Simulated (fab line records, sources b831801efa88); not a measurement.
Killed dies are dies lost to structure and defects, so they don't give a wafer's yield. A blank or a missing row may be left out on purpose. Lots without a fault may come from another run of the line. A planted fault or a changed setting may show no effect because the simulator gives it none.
fab line records | flow sky130
record lots=6 wafers=18 last_day=49
route steps=708 shown CAPM@538 PAD_OPEN@708
lots that met no fault: from a run of the same line without faults
start_h: hours from the record's first day to the start of the lot's first wafer shown | wait_h: hours since the lot's step before | " the same as in the row above | L1.1+2: a row that stands for several wafers | - no value, or no start given | * or withheld: withheld | < > ~ a bound
route shown NAME@n: a module of which the file shows steps, and the number in the route of the first | usual: mean/standard deviation of fault-free wafers | same: alike in all rows | chamber/n: place in a boat | sites: the reading at each site | _std_site: their standard deviation | _edge_site: outer sites' mean less inner sites' | radius_mm: how far each site lies from the wafer's centre | mask NAME#n: copy n | behind: the tool/chamber that last shaped the wafer | hold: why the lot was held/for how many hours/how that ended | device: the transistor (n, p or np) that didn't switch | end of line: the same wafers' tests at the end of the route | a step without rows: its recipe alone | killed: dies lost to structure and defects at the first sort, not the wafer's yield | map: a wafer's dies, x killed, . not, _ none there
set.NAME: the setting as run; set.NAME@STEP: as run at that earlier step | model.NAME: the simulator's own value behind a step, which no gauge read
lots at some steps of the route; a table a step, a row a wafer
services: from which hour (start_h, from the record's first day; less than 0 if before it) a tool's chamber was out of use, for how many hours, and why
## steps
# step SKY_CAPM_THK_MEAS_01
# recipe reads=SiO2_of_CAPM_CVD_00
# usual CAPM_CVD_00_THK=15.55/0.25
# columns lot.wafer tool chamber start_h wait_h CAPM_CVD_00_THK[nm]
L312.2 film_metro-03 - 863.78 - 15.34
L312.4 " - " " 15.90
L312.6 " - " " 15.60
L313.1 film_metro-03 - 876.17 - 15.30
L313.2 " - " " 15.34
L313.3 " - " " 15.33
L320.3 film_metro-02 - 930.34 - 15.61
L320.4 " - " " 15.86
L320.5 " - " " 15.71
L322.3 film_metro-04 - 947.56 - 15.15
L322.5 " - " " 15.45
L322.6 " - " " 15.25
L326.3 film_metro-04 - 965.23 - 15.18
L326.5 " - " " 15.34
L326.6 " - " " 15.60
L327.1 film_metro-04 - 971.87 - 15.32
L327.2 " - " " 15.72
L327.4 " - " " 15.78
# step SKY_CAPM_SPUTTER_02
# recipe material=TiN target_thk_nm=200 temp_c=300 power_w=6500 time_s=166.7 chamber_pressure_pa=0.4
# usual throttle_valve_pct=30.3/0.92
# columns lot.wafer tool chamber start_h wait_h throttle_valve_pct
L312.2 pvd_sputter-03 - 863.83 0.0 30.6
L312.4 " - " " 29.9
L312.6 " - " " 30.1
L313.1 pvd_sputter-01 - 876.23 0.1 30.7
L313.2 " - " " 31.4
L313.3 " - " " 29.7
L320.3 pvd_sputter-03 - 930.38 0.0 30.8
L320.4 " - " " 30.1
L320.5 " - " " 30.8
L322.3 pvd_sputter-03 - 947.60 0.0 30.4
L322.5 " - " " 30.1
L322.6 " - " " 30.2
L326.3 pvd_sputter-01 - 965.27 0.0 31.4
L326.5 " - " " 31.5
L326.6 " - " " 30.2
L327.1 pvd_sputter-02 - 971.93 0.1 30.5
L327.2 " - " " 29.4
L327.4 " - " " 28.2
# step SKY_CAPM_RS_MEAS_03
# recipe thk_meas_gauge=four-point-probe reads=TiN_of_CAPM_SPUTTER_02
# usual CAPM_TIN_RS=6.94/0.092
# columns lot.wafer tool chamber start_h wait_h CAPM_TIN_RS[ohm/sq]
L312.2 film_metro-02 - 863.96 0.1 7.02
L312.4 " - " " 7.16
L312.6 " - " " 6.92
L313.1 film_metro-02 - 876.34 0.1 6.97
L313.2 " - " " 6.90
L313.3 " - " " 7.02
L320.3 film_metro-03 - 930.53 0.1 7.07
L320.4 " - " " 7.17
L320.5 " - " " 7.07
L322.3 film_metro-03 - 947.75 0.1 7.04
L322.5 " - " " 6.95
L322.6 " - " " 6.98
L326.3 film_metro-02 - 965.42 0.1 6.96
L326.5 " - " " 6.97
L326.6 " - " " 7.08
L327.1 film_metro-03 - 972.04 0.1 6.85
L327.2 " - " " 6.87
L327.4 " - " " 6.94
# step SKY_CAPM_THK_MEAS_04
# recipe thk_meas_gauge=xrf reads=TiN_of_CAPM_SPUTTER_02
# usual CAPM_TIN_THK=195.8/2.7
# columns lot.wafer tool chamber start_h wait_h CAPM_TIN_THK[nm]
L312.2 film_metro-02 - 864.07 0.1 193.9
L312.4 " - " " 189.2
L312.6 " - " " 194.7
L313.1 film_metro-02 - 876.46 0.1 193.9
L313.2 " - " " 195.9
L313.3 " - " " 192.7
L320.3 film_metro-03 - 930.63 0.1 192.5
L320.4 " - " " 189.6
L320.5 " - " " 192.1
L322.3 film_metro-03 - 947.85 0.1 192.6
L322.5 " - " " 194.6
L322.6 " - " " 193.8
L326.3 film_metro-02 - 965.52 0.1 195.3
L326.5 " - " " 194.4
L326.6 " - " " 191.7
L327.1 film_metro-03 - 972.16 0.1 198.1
L327.2 " - " " 196.8
L327.4 " - " " 195.5
# step SKY_CAPM_DEHYDRATE_05
# recipe temp_c=200 time_s=60
# step SKY_CAPM_HMDS_06
# recipe prime_time_s=60 prime_temp_c=120
# step SKY_CAPM_COAT_07
# recipe resist=NOVOLAK spin_rpm=3000 resist_thk_nm=1140
# step SKY_CAPM_SOFTBAKE_08
# recipe temp_c=90 time_s=60 resist=NOVOLAK
# step SKY_CAPM_EXPOSE_09
# recipe mask_id=CAPM na=0.6 source_shape=conventional sigma_outer=0.6 polarization=unpolarized target_cd_nm=1000 dose_mj=159
# step SKY_CAPM_PEB_10
# recipe temp_c=withheld time_s=* resist=NOVOLAK
# step SKY_CAPM_DEVELOP_11
# recipe resist=NOVOLAK developer=TMAH develop_time_s=60 dev_temp_c=23
# step SKY_CAPM_OVL_MEAS_12
# usual CAPM_OVL=0.3/1.2
# columns lot.wafer tool chamber start_h wait_h CAPM_OVL[nm]
L312.2 overlay-01 - 888.38 0.1 0.3
L312.4 " - " " -0.3
L312.6 " - " " 2.5
L313.1 overlay-01 - 900.59 0.1 0.7
L313.2 " - " " 0.5
L313.3 " - " " 1.0
L320.3 overlay-02 - 953.42 0.1 2.6
L320.4 " - " " 2.2
L320.5 " - " " 0.6
L322.3 overlay-01 - 971.64 0.1 -0.6
L322.5 " - " " 0.1
L322.6 " - " " 1.3
L326.3 overlay-02 - 989.40 0.1 2.1
L326.5 " - " " 1.1
L326.6 " - " " 1.6
L327.1 overlay-01 - 995.98 0.1 -1.2
L327.2 " - " " -0.5
L327.4 " - " " -1.2
# step SKY_CAPM_METAL_ETCH_13
# recipe target_depth_nm=220 stop_on=SiO2 chemistry=Cl2/BCl3 target=TiN pressure_mtorr=10 icp_w=900 bias_w=48.5 Cl2_flow_sccm=60 bcl3_flow_sccm=30 time_s=62.9
# usual bias_w=48.50/0.16 drypump_motor_current_A=5.5/0.49 oes_product_au=0.939/0.0086 rf_fwd_power_W=893/3.4 throttle_valve_pct=21.903/0.01
# columns lot.wafer tool chamber start_h wait_h bias_w drypump_motor_current_A oes_product_au rf_fwd_power_W rf_hours_counter_h throttle_valve_pct model.NOVOLAK_of_CAPM_COAT_07.thk_nm
L312.2 rie_metal-02 0 888.41 0.0 48.50 5.2 0.945 892 5 21.910 995.2
L312.4 " 1 " " 48.46 5.3 0.918 895 - 21.907 990.7
L312.6 " 0 " " 48.52 5.2 0.942 892 - 21.899 992.4
L313.1 rie_metal-03 1 900.63 0.0 48.63 5.8 0.932 893 7 21.916 987.2
L313.2 " 0 " " 48.63 6.5 0.942 891 7 21.892 990.4
L313.3 " 0 " " 48.49 6.5 0.940 893 - 21.926 992.6
L320.3 rie_metal-02 1 953.47 0.0 37.74 5.3 0.924 888 - 21.917 996.7
L320.4 " 0 " " 48.45 5.1 0.918 893 - 21.916 988.9
L320.5 " 0 " " 48.43 5.2 0.931 890 - 21.908 991.1
L322.3 rie_metal-02 1 971.69 0.0 37.29 5.2 0.922 889 - 21.929 1002
L322.5 " 0 " " 48.22 5.2 0.935 898 - 21.905 990.7
L322.6 " 1 " " 37.51 5.2 0.930 891 - 21.905 995.1
L326.3 rie_metal-03 0 989.45 0.0 48.43 6.4 0.934 895 - 21.899 988.5
L326.5 " 1 " " 48.40 5.8 0.943 893 - 21.905 989
L326.6 " 0 " " 48.56 6.4 0.925 890 - 21.925 988.9
L327.1 rie_metal-04 1 996.01 0.0 48.62 4.9 0.940 896 17 21.905 983.8
L327.2 " 0 " " 48.33 5.9 0.950 896 19 21.911 993.8
L327.4 " 1 " " 48.39 4.9 0.932 897 - 21.884 984.4
# step SKY_CAPM_STRIP_14
# recipe chemistry=O2/N2 power_w=1400 pressure_mtorr=1500 platen_temp_c=withheld o2_flow_sccm=3000 n2_flow_sccm=310 overash_fraction=0.5
# usual drypump_motor_current_A=5.3/0.43 oes_product_au=0.710/0.0047 strip_time_to_endpoint_s=12.59/0.053
# columns lot.wafer tool chamber start_h wait_h drypump_motor_current_A oes_product_au rf_hours_counter_h strip_time_to_endpoint_s
L312.2 plasma_asher-01 1 888.49 0.1 4.8 0.714 106 12.69
L312.4 " 0 " " 5.2 0.712 - 12.61
L312.6 " 1 " " 4.8 0.713 - 12.66
L313.1 plasma_asher-01 1 900.70 0.1 4.8 0.714 107 12.59
L313.2 " 0 " " 5.3 0.710 107 12.61
L313.3 " 1 " " 4.9 0.707 - 12.65
L320.3 plasma_asher-01 1 953.56 0.1 4.8 0.709 - 12.68
L320.4 " 0 " " 5.2 0.706 - 12.60
L320.5 " 0 " " 5.2 0.714 - 12.62
L322.3 plasma_asher-02 1 971.77 0.1 6.1 0.718 - 12.75
L322.5 " 0 " " 4.9 0.718 - 12.63
L322.6 " 1 " " 6.1 0.705 - 12.67
L326.3 plasma_asher-03 0 989.54 0.1 5.5 0.711 - 12.60
L326.5 " 0 " " 5.5 0.710 - 12.61
L326.6 " 1 " " 5.4 0.709 - 12.60
L327.1 plasma_asher-02 0 996.09 0.1 5.0 0.710 54 12.54
L327.2 " 1 " " 6.1 0.708 54 12.66
L327.4 " 0 " " 4.9 0.710 - 12.55
# step SKY_PAD_OPEN_PROBE_99
# usual defect_limited_yield=82.8/1.8 killed_at_M0_to_M3=42/5.8 killed_at_M4_up=3.0/2 killed_at_contacts=24/5.5 killed_at_front_end=15/3.9 killed_at_other=0.3/0.54 killed_dies=85/8.8 killed_open=47/6.8 killed_short=38/5.9 sort_bin_3_pad_short=0.9/0.41 sort_bin_5_function=10.1/1.4 sort_bin_6_memory=6.2/1.2 sort_n_pass=407/8.8 sort_yield_pct=82.8/1.8
# same gross_dies=492 killed_at_back_side=0 sort_bin_4_leakage[%]=0 sort_bin_8_speed[%]=0
# columns lot.wafer tool chamber start_h wait_h defect_limited_yield[%] killed_at_M0_to_M3 killed_at_M4_up killed_at_contacts killed_at_front_end killed_at_other killed_dies killed_open killed_short sort_bin_3_pad_short[%] sort_bin_5_function[%] sort_bin_6_memory[%] sort_n_pass sort_yield_pct[%] model.etest.cap_mim.leak_log10_a_cm2
L312.2 prober-02 - 1088.67 0.1 83.9 35 5 23 16 0 79 41 38 1.0 10.0 5.1 413 83.9 -8.874
L312.4 prober-02 - 1088.77 0.2 78.9 44 3 38 19 0 104 54 50 0.2 13.6 7.3 388 78.9 -8.944
L312.6 prober-02 - 1088.87 0.2 86.4 34 0 11 22 0 67 32 35 1.0 6.7 5.9 425 86.4 -8.968
L313.1 prober-01 - 1095.64 0.1 80.7 30 3 41 20 1 95 48 46 1.2 11.4 6.7 397 80.7 -8.819
L313.2 prober-01 - 1095.69 0.1 81.3 42 1 24 25 0 92 56 35 1.2 10.8 6.7 400 81.3 -9.04
L313.3 prober-01 - 1095.74 0.2 80.7 45 3 26 20 1 95 58 34 0.8 13.0 5.5 397 80.7 -8.925
L320.3 prober-02 - 1139.59 0.2 81.7 48 1 30 11 0 90 59 31 0.6 11.8 5.9 402 81.7 -8.919
L320.4 prober-02 - 1139.64 0.2 82.3 39 2 29 17 0 87 47 40 0.8 11.0 5.9 405 82.3 -9.102
L320.5 prober-02 - 1139.69 0.2 82.5 42 2 26 16 0 86 46 40 0.4 11.6 5.5 406 82.5 -9.168
L322.3 prober-01 - 1155.27 0.2 83.7 43 4 21 12 0 80 51 29 1.0 8.1 7.1 412 83.7 -8.117
L322.5 prober-01 - 1155.37 0.2 84.3 43 2 18 14 0 77 49 28 1.0 9.8 4.9 415 84.3 -8.934
L322.6 prober-01 - 1155.42 0.2 81.1 50 2 29 12 0 93 54 39 1.6 11.4 5.9 399 81.1 -8.45
L326.3 prober-02 - 1165.07 0.2 84.6 44 6 15 11 0 76 42 34 0.6 10.2 4.7 416 84.6 -8.753
L326.5 prober-02 - 1165.17 0.2 82.1 37 3 33 14 1 88 46 42 1.8 10.0 6.1 404 82.1 -8.802
L326.6 prober-02 - 1165.22 0.2 83.1 44 3 20 16 0 83 42 41 1.4 9.8 5.7 409 83.1 -8.888
L327.1 prober-01 - 1175.11 0.1 84.6 39 3 21 13 0 76 42 34 0.8 7.7 6.9 416 84.6 -8.661
L327.2 prober-01 - 1175.16 0.1 82.5 43 1 26 16 0 86 44 42 1.0 11.0 5.5 406 82.5 -9.08
L327.4 prober-01 - 1175.26 0.2 83.5 42 3 23 13 0 81 42 39 0.8 11.8 3.9 411 83.5 -9
# killed by level:class
L312.2 VIA1:geometric_particle:open=8 FIELD_ISO:geometric_particle:open=7 CONTACT:geometric_particle:open=7 CONTACT:geometric_particle:short=6 LOCAL_INTERCONNECT:geometric_particle:short=5 VIA2:geometric_particle:open=5 VIA3:geometric_particle:open=5 FIELD_ISO:geometric_particle:short=4
L312.4 VIA1:geometric_particle:open=13 CONTACT:geometric_particle:open=13 LI_CONTACT:geometric_particle:open=8 LOCAL_INTERCONNECT:geometric_particle:short=7 METAL1:geometric_particle:short=6 VIA3:geometric_particle:open=6 CONTACT:geometric_particle:short=6 METAL2:geometric_particle:short=5
L312.6 VIA1:geometric_particle:open=12 POLY_GATE:geometric_particle:short=6 FIELD_ISO:geometric_particle:short=5 CONTACT:geometric_particle:short=5 METAL1:geometric_particle:short=5 METAL2:geometric_particle:short=5 POLY_GATE:geometric_particle:open=4 FIELD_ISO:geometric_particle:open=3
L313.1 CONTACT:geometric_particle:open=12 LI_CONTACT:geometric_particle:open=11 FIELD_ISO:geometric_particle:short=8 VIA3:geometric_particle:open=6 CONTACT:geometric_particle:short=6 LOCAL_INTERCONNECT:geometric_particle:short=5 LI_CONTACT:geometric_particle:short=4 VIA1:geometric_particle:open=4
L313.2 LI_CONTACT:geometric_particle:open=12 METAL1:geometric_particle:short=9 CONTACT:geometric_particle:open=9 VIA2:geometric_particle:open=9 VIA3:geometric_particle:open=6 VIA1:geometric_particle:open=6 FIELD_ISO:geometric_particle:open=5 VIA3:geometric_particle:short=5
L313.3 CONTACT:geometric_particle:open=13 METAL2:geometric_particle:short=11 LI_CONTACT:geometric_particle:open=10 VIA2:geometric_particle:open=8 VIA1:geometric_particle:open=7 METAL1:geometric_particle:short=5 VIA3:geometric_particle:open=5 FIELD_ISO:geometric_particle:open=4
L320.3 CONTACT:geometric_particle:open=13 VIA1:geometric_particle:open=12 LI_CONTACT:geometric_particle:open=9 METAL2:geometric_particle:short=9 VIA3:geometric_particle:open=7 POLY_GATE:geometric_particle:open=5 VIA2:geometric_particle:open=5 METAL1:geometric_particle:short=4
L320.4 LI_CONTACT:geometric_particle:open=10 CONTACT:geometric_particle:open=10 POLY_GATE:geometric_particle:short=7 VIA1:geometric_particle:open=6 METAL1:geometric_particle:short=6 VIA2:geometric_particle:open=6 VIA3:geometric_particle:open=5 VIA2:geometric_particle:short=5
L320.5 CONTACT:geometric_particle:open=14 VIA3:geometric_particle:open=7 POLY_GATE:geometric_particle:short=5 METAL1:geometric_particle:short=5 VIA1:geometric_particle:open=5 METAL2:geometric_particle:short=5 FIELD_ISO:geometric_particle:short=4 METAL2:geometric_particle:open=4
L322.3 VIA1:geometric_particle:open=11 CONTACT:geometric_particle:open=9 VIA2:geometric_particle:open=8 VIA3:geometric_particle:open=6 FIELD_ISO:geometric_particle:open=5 LI_CONTACT:geometric_particle:open=5 CONTACT:geometric_particle:short=4 VIA1:geometric_particle:short=4
L322.5 VIA1:geometric_particle:open=12 CONTACT:geometric_particle:open=10 VIA2:geometric_particle:open=8 VIA3:geometric_particle:open=7 FIELD_ISO:geometric_particle:short=5 METAL2:geometric_particle:short=4 SPACER:geometric_particle:open=3 VIA1:geometric_particle:short=3
L322.6 VIA3:geometric_particle:open=11 VIA2:geometric_particle:open=10 CONTACT:geometric_particle:open=10 LI_CONTACT:geometric_particle:open=9 VIA1:geometric_particle:open=9 METAL1:geometric_particle:short=8 CONTACT:geometric_particle:short=5 METAL2:geometric_particle:short=4
L326.3 VIA1:geometric_particle:open=13 METAL2:geometric_particle:short=8 VIA3:geometric_particle:open=7 LI_CONTACT:geometric_particle:open=6 CONTACT:geometric_particle:open=5 METAL3:geometric_particle:short=5 METAL1:geometric_particle:short=3 SPACER:geometric_particle:short=3
L326.5 CONTACT:geometric_particle:open=11 VIA1:geometric_particle:open=11 LI_CONTACT:geometric_particle:open=8 LI_CONTACT:geometric_particle:short=6 VIA1:geometric_particle:short=6 LOCAL_INTERCONNECT:geometric_particle:short=5 METAL2:geometric_particle:short=4 FIELD_ISO:geometric_particle:short=3
L326.6 CONTACT:geometric_particle:open=12 METAL2:geometric_particle:short=8 VIA3:geometric_particle:open=7 VIA2:geometric_particle:open=6 FIELD_ISO:geometric_particle:open=5 VIA1:geometric_particle:open=5 VIA3:geometric_particle:short=5 METAL1:geometric_particle:short=5
L327.1 VIA1:geometric_particle:open=8 LI_CONTACT:geometric_particle:open=7 CONTACT:geometric_particle:open=7 METAL2:geometric_particle:short=6 METAL1:geometric_particle:short=6 VIA2:geometric_particle:open=5 VIA3:geometric_particle:open=4 FIELD_ISO:geometric_particle:short=3
L327.2 VIA1:geometric_particle:open=12 CONTACT:geometric_particle:short=8 METAL2:geometric_particle:short=8 VIA1:geometric_particle:short=6 POLY_GATE:geometric_particle:open=5 CONTACT:geometric_particle:open=5 VIA2:geometric_particle:open=5 FIELD_ISO:geometric_particle:short=4
L327.4 CONTACT:geometric_particle:open=10 VIA1:geometric_particle:open=8 METAL1:geometric_particle:short=7 METAL2:geometric_particle:short=7 POLY_GATE:geometric_particle:short=5 VIA2:geometric_particle:open=5 LI_CONTACT:geometric_particle:open=4 METAL3:geometric_particle:short=4
## services
# columns tool chamber start_h hours kind
rie_metal-04 - 844.55 2.8 pm
pvd_sputter-02 - 845.09 110.0 repair
rie_metal-04 0 892.59 2.8 repair
plasma_asher-03 - 901.00 20.1 pm
pvd_sputter-03 - 904.17 1.0 repair
plasma_asher-01 - 916.67 2.8 pm
pvd_sputter-01 3 944.23 - consumable_replace:kit
pvd_sputter-01 3 944.23 18.0 scheduled_down
pvd_sputter-01 3 944.23 18.0 vent_cycle
plasma_asher-03 - 965.27 1.7 repair
plasma_asher-03 - 967.27 1.2 repair
pvd_sputter-03 1 971.85 - consumable_replace:kit
pvd_sputter-03 1 971.85 18.0 scheduled_down
pvd_sputter-03 1 971.85 18.0 vent_cycle
rie_metal-04 - 980.03 15.6 pm
pvd_sputter-03 - 995.29 4.5 repair
## key
first_sign step=SKY_CAPM_METAL_ETCH_13 reading=bias_w direction=down sigmas=70 usual=48.50 struck=37.52
effect none on later readings
model_effect step=SKY_CAPM_METAL_ETCH_13 value=NOVOLAK_of_CAPM_COAT_07.thk_nm without=982.7 struck=997.9
model_effect step=SKY_PAD_OPEN_PROBE_99 value=etest.cap_mim.leak_log10_a_cm2 without=-8.903 struck=-8.495
met_at SKY_CAPM_METAL_ETCH_13
struck_wafers L320.3,L322.3,L322.6
onset_between 888.41 953.47
fault kind=process_parameter_drift tool=rie_metal-02 chamber=1 onset_h=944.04 steps=SKY_CAPM_METAL_ETCH_13 channel=bias_w offset=-10.901 shape=step end_h=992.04 acts_in=these_recipes_only stated=48.5
